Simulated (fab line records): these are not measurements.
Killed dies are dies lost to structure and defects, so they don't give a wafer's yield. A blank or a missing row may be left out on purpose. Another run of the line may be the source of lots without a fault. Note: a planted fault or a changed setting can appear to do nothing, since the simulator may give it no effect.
A lot that was struck, set against a sound lot	flow sky130	14 steps out of a route of 708
Sound: wafers L935.3, L935.5, L935.6. Struck: wafers L943.1, L943.3, L943.6. At the end, the cause is stated.
Per side, at each step with rows, come the tool, then ch with its chambers, and then its first start. Under that, the readings that differ: sound wafers	struck wafers	difference of the means	sigmas: that difference in standard deviations of wafers without a fault.
alike: same words and numbers on both sides, and readings whose means sit less than 2 such deviations apart. not compared: any withheld reading, any reading some wafer has no value for, any bound like >300 that may hide the same value, and any number with overlapping values for which the record gives no deviation.
A row with sigmas, a row that says differs or no value, or rows on one side alone: a step with any of these is where the two part. Numbers that have no deviation but don't overlap get no sigmas and don't part them. A reading missing from all wafers of one side parts the sides only when that side holds two or more wafers.

SKY_METAL2_SPUTTER_02: material AlCu, target thk 250 nm, time 13.3 s.
  sound: pvd_sputter-03 at day 36 03:18; struck: pvd_sputter-03 at day 38 08:53
  alike: throttle_valve_pct
SKY_METAL2_SPUTTER_03: material Ti, target thk 5 nm, time 3.3 s.
  sound: pvd_sputter-03 at day 36 03:19; struck: pvd_sputter-03 at day 38 08:54
  alike: throttle_valve_pct
SKY_METAL2_SPUTTER_04: material TiN, target thk 70 nm, time 58.3 s.
  sound: pvd_sputter-03 at day 36 03:20; struck: pvd_sputter-03 at day 38 08:55
  alike: throttle_valve_pct
SKY_METAL2_RS_MEAS_05: the measuring method here is four-point-probe.
  sound: film_metro-03 at day 36 03:26; struck: film_metro-04 at day 38 08:58
  alike: METAL2_ALCU_RS
SKY_METAL2_THK_MEAS_06: measures by xrf.
  sound: film_metro-03 at day 36 03:32; struck: film_metro-04 at day 38 09:05
  alike: METAL2_ALCU_THK
then, 7 steps without rows for these wafers: SKY_METAL2_DEHYDRATE_07 (time 60 s); SKY_METAL2_HMDS_08 (prime time 60 s); SKY_METAL2_COAT_09 (resist thk 60 nm); SKY_METAL2_COAT_10 (resist thk 450 nm); SKY_METAL2_SOFTBAKE_11 (time 90 s); SKY_METAL2_EXPOSE_12 (exposes mask MM2, target cd 140 nm); SKY_METAL2_PEB_13.
SKY_METAL2_DEVELOP_14: develop time 60 s.
  struck on litho_track-03, day 39 10:00; sound on litho_track-03 ch 0, day 37 05:00
  no value came back on the struck wafers for chill_plate_temp_C (C), develop_time_s (s); on the sound wafers chill_plate_temp_C (C) reads 23.07 22.84 23.14
reading	sound	struck	difference	sigmas
model.KrF-thick_of_METAL2_COAT_10.thk_nm (nm)	436.2 436.4 436.5	451.9 451.6 451	+15.1	
SKY_METAL2_CD_MEAS_15: the cd target is 140 nm.
  sound: cd_sem-02 at day 37 05:13; struck: cd_sem-02 at day 39 10:31
reading	sound	struck	difference	sigmas
cd_nm (nm)	142.6 144.0 143.1	- - -	no value on the struck wafers	

== WHERE THEY PART ==
Last at SKY_METAL2_CD_MEAS_15 as far as this record goes, first at SKY_METAL2_DEVELOP_14.

WHY: what the simulator had put in
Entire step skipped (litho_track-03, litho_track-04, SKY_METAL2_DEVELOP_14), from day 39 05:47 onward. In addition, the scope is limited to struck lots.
